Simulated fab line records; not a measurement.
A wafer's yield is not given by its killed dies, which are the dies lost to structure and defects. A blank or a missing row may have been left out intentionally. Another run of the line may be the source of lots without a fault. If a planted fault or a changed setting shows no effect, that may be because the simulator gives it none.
Which tool did it? | flow gf180mcu | 13 lots with 39 wafers sampled at 2 steps, on a route of 602 steps

## WHAT EACH GAUGE READ, for each wafer
GF_M1_CD_MEAS_14: target cd 230 nm.
lot  | measured     | on        | cd nm (nm)
L280 | day 16 23:46 | cd sem-02 | 230.4 230.9 230.6
L281 | day 17 10:28 | cd sem-01 | 230.2 229.8 229.7
L283 | day 18 04:19 | cd sem-01 | 230.3 231.3 229.5
L287 | day 19 18:56 | cd sem-01 | 228.3 229.2 228.6
L291 | day 21 04:43 | cd sem-02 | 232.8 231.5 231.6
L293 | day 22 00:16 | cd sem-02 | 231.0 228.8 229.2
L297 | day 23 10:52 | cd sem-01 | 229.7 228.2 229.9
L298 | day 23 16:17 | cd sem-01 | 229.7 229.7 229.6
L299 | day 24 01:10 | cd sem-01 | 228.8 229.2 229.5
L300 | day 24 08:23 | cd sem-02 | 229.6 230.0 230.3
L301 | day 24 13:46 | cd sem-01 | 230.4 229.5 228.3
L302 | day 24 23:59 | cd sem-02 | 231.1 228.8 229.0
L303 | day 25 06:52 | cd sem-01 | 228.8 231.4 229.4

GF_V1_RS_MEAS_24: a four-point-probe measurement.
lot  | measured     | on            | V1_W_RS (ohm/sq)
L280 | day 18 01:07 | film metro-03 | 0.333 0.333 0.324
L281 | day 18 12:19 | film metro-03 | 0.332 0.324 0.332
L283 | day 19 06:17 | film metro-03 | 0.330 0.325 0.328
L287 | day 20 21:49 | film metro-01 | 0.315 0.317 0.332
L291 | day 22 06:53 | film metro-01 | 0.331 0.319 0.331
L293 | day 23 01:43 | film metro-03 | 0.319 0.325 0.337
L297 | day 24 11:42 | film metro-02 | 0.331 0.329 0.326
L298 | day 24 17:01 | film metro-02 | 0.333 0.334 0.339
L299 | day 25 01:31 | film metro-03 | 0.337 0.321 0.336
L300 | day 25 09:32 | film metro-02 | 0.314 0.336 0.319
L301 | day 25 13:34 | film metro-03 | 0.321 0.335 0.340
L302 | day 25 23:55 | film metro-02 | 0.320 0.322 0.332
L303 | day 26 06:13 | film metro-03 | 0.327 0.333 0.326

## EACH LOT AND THE TOOL THAT RAN IT (in order: tool; ch and the chambers of the sampled wafers; start)
The record shows no process step preceding these readings.

## WHAT THE TOOLS THEMSELVES READ (means of the sampled wafers that have a number; where no wafer has one, the mark that the record gives instead)
The record holds no such reading with a usual standard deviation.

## THE ANSWER, worked out from the rows above alone
Rule: what is usual is taken from the lots themselves. The widest of any qualifying gaps counts: lots, ordered by their means at a reading, are off when they make up no more than a third of the lots, leave a main group of 4 or more, and stand apart from it by 3 or more times the standard deviation of that group's means. Not used: any main group whose means are identical at the precision the tables above print for the reading. A lot without any number at a reading at which 4 lots or more have one is off too. All remaining lots with rows at the step are treated as sound. Order of review: gauges by route order, followed by the tools' own readings, for which a lot's mean as printed above is used. The first step at which some lot is off is used, and at that step the reading that is off furthest; a lot without a number counts as furthest.
Across all readings shown, no lot is off: no conclusion can be drawn from this.

## WHAT WAS PUT IN BY THE SIMULATOR
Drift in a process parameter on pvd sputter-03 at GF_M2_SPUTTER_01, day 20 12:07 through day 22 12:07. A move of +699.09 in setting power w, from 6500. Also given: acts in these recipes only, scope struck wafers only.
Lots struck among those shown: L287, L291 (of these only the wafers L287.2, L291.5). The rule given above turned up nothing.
